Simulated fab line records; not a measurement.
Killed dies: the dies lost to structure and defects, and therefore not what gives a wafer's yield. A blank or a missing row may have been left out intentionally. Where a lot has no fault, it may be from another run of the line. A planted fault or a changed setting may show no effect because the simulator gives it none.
A lot that was struck, set against a sound lot || flow sky130 || 43 steps out of a route of 708
Sound: wafers L518.2, L518.3, L518.5. The struck wafers were L525.2, L525.3, L525.5. The cause comes at the end.
Each step with rows lists, per side, the tool, then ch with its chambers, then its first start. Under that, the readings that differ: sound wafers || struck wafers || difference of the means || sigmas: that difference in standard deviations of wafers without a fault.
alike: readings whose means differ by less than 2 such deviations, and words and numbers that are the same on both sides. not compared: withheld readings, readings that some wafer has no value for, bounds like >300 that may hide the same value, and numbers for which the record gives no deviation and whose values overlap.
Wherever a step has rows on one side only, a row that says differs or no value, or a row with sigmas, the two part there. Non-overlapping numbers with no deviation appear without sigmas and do not part them. A reading missing from all wafers of one side parts the sides only when that side holds two or more wafers.

first, 3 steps without rows for these wafers: SKY_FIELD_ISO_WET_ETCH_30 (etches SiO2 in dHF, target depth 25 nm, time 50 s); SKY_NWELL_CLEAN_00 (cleans in SC1/SC2, time 150 s); SKY_NWELL_OXIDATION_01 (stabilise 600 s, purge 300 s, target thk 10 nm).
SKY_NWELL_THK_MEAS_02:
  sound on film_metro-04, day 3 15:10; struck on film_metro-01, day 5 05:10
  alike: NWELL_OXIDATION_THK
then, 8 steps without rows for these wafers: SKY_DNWELL_DEHYDRATE_00 (time 60 s); SKY_DNWELL_HMDS_01 (prime time 60 s); SKY_DNWELL_COAT_02 (resist thk 3000 nm); SKY_DNWELL_SOFTBAKE_03; SKY_DNWELL_EXPOSE_04 (exposes mask DNM, target cd 3000 nm); SKY_DNWELL_PEB_05; SKY_DNWELL_DEVELOP_06 (develop time 60 s); SKY_DNWELL_IMPLANT_07.
SKY_DNWELL_STRIP_08: strips in O2/N2.
  sound on plasma_asher-02 ch 0,1, day 4 07:47; struck on plasma_asher-04 ch 0, day 6 00:04
  alike: drypump_motor_current_A, o2_flow_sccm, oes_product_au, strip_time_to_endpoint_s
  not compared: rf_hours_counter_h
SKY_DNWELL_TW_MEAS_09:
  sound on film_metro-04, day 4 07:53; struck on film_metro-04, day 6 00:10
  alike: DNWELL_TW
then, 7 steps without rows for these wafers: SKY_PWDE_DEHYDRATE_00 (time 60 s); SKY_PWDE_HMDS_01 (prime time 60 s); SKY_PWDE_COAT_02 (resist thk 3000 nm); SKY_PWDE_SOFTBAKE_03; SKY_PWDE_EXPOSE_04 (exposes mask PWDEM, target cd 840 nm); SKY_PWDE_PEB_05; SKY_PWDE_DEVELOP_06 (develop time 60 s).
SKY_PWDE_OVL_MEAS_07:
  sound on overlay-02, day 5 01:19; struck on overlay-01, day 6 19:58
  alike: PWDE_OVL
after that, 1 step had no rows for these wafers: SKY_PWDE_IMPLANT_08.
SKY_PWDE_STRIP_09: strips in O2/N2.
  sound on plasma_asher-03 ch 0, day 5 01:30; struck on plasma_asher-01 ch 0,1, day 6 20:09
  alike: drypump_motor_current_A, o2_flow_sccm, oes_product_au, strip_time_to_endpoint_s
  not compared: rf_hours_counter_h
SKY_PWDE_TW_MEAS_10:
  sound on film_metro-04, day 5 01:37; struck on film_metro-01, day 6 20:16
  alike: PWDE_TW
then, 7 steps without rows for these wafers: SKY_NWELL_DEHYDRATE_03 (time 60 s); SKY_NWELL_HMDS_04 (prime time 60 s); SKY_NWELL_COAT_05 (resist thk 3000 nm); SKY_NWELL_SOFTBAKE_06; SKY_NWELL_EXPOSE_07 (exposes mask NWM, target cd 840 nm); SKY_NWELL_PEB_08; SKY_NWELL_DEVELOP_09 (develop time 60 s).
SKY_NWELL_OVL_MEAS_10:
  sound on overlay-02, day 5 19:44; struck on overlay-01, day 7 15:31
  alike: NWELL_00_OVL
then, 3 steps without rows for these wafers: SKY_NWELL_IMPLANT_11; SKY_NWELL_IMPLANT_12; SKY_NWELL_IMPLANT_13.
SKY_NWELL_STRIP_14: strips in O2/N2.
  sound on plasma_asher-04 ch 0, day 5 20:13; struck on plasma_asher-04 ch 0,1, day 7 16:00
  alike: drypump_motor_current_A, o2_flow_sccm, oes_product_au, strip_time_to_endpoint_s
  not compared: rf_hours_counter_h
SKY_NWELL_TW_MEAS_15:
  sound on film_metro-04, day 5 20:20; struck on film_metro-02, day 7 16:07
  alike: NWELL_TW
then, 4 steps without rows for these wafers: SKY_NWELL_DEHYDRATE_16 (time 60 s); SKY_NWELL_HMDS_17 (prime time 60 s); SKY_NWELL_COAT_18 (resist thk 3000 nm); SKY_NWELL_SOFTBAKE_19.
-- the record jumps here: 42 days lie between the struck wafers' starts before and after (it left off in module NWELL and takes up again in module PAD_OPEN, whose first step shown is number 708 of the route) --
SKY_PAD_OPEN_PROBE_99:
  sound on prober-01, day 47 14:23; struck on prober-02, day 49 10:37
{"reading": "killed_at_front_end", "sound": "9 20 24", "struck": "65 62 68", "difference": "+47", "sigmas": "+11"}
{"reading": "killed_dies", "sound": "79 68 70", "struck": "129 124 124", "difference": "+53", "sigmas": "+6"}
  alike: killed_at_M0_to_M3, killed_at_M4_up, killed_at_contacts, killed_at_other, killed_open, killed_short

## WHERE THEY PART
Only at SKY_PAD_OPEN_PROBE_99, within this record.

WHY: what had been put in by the simulator
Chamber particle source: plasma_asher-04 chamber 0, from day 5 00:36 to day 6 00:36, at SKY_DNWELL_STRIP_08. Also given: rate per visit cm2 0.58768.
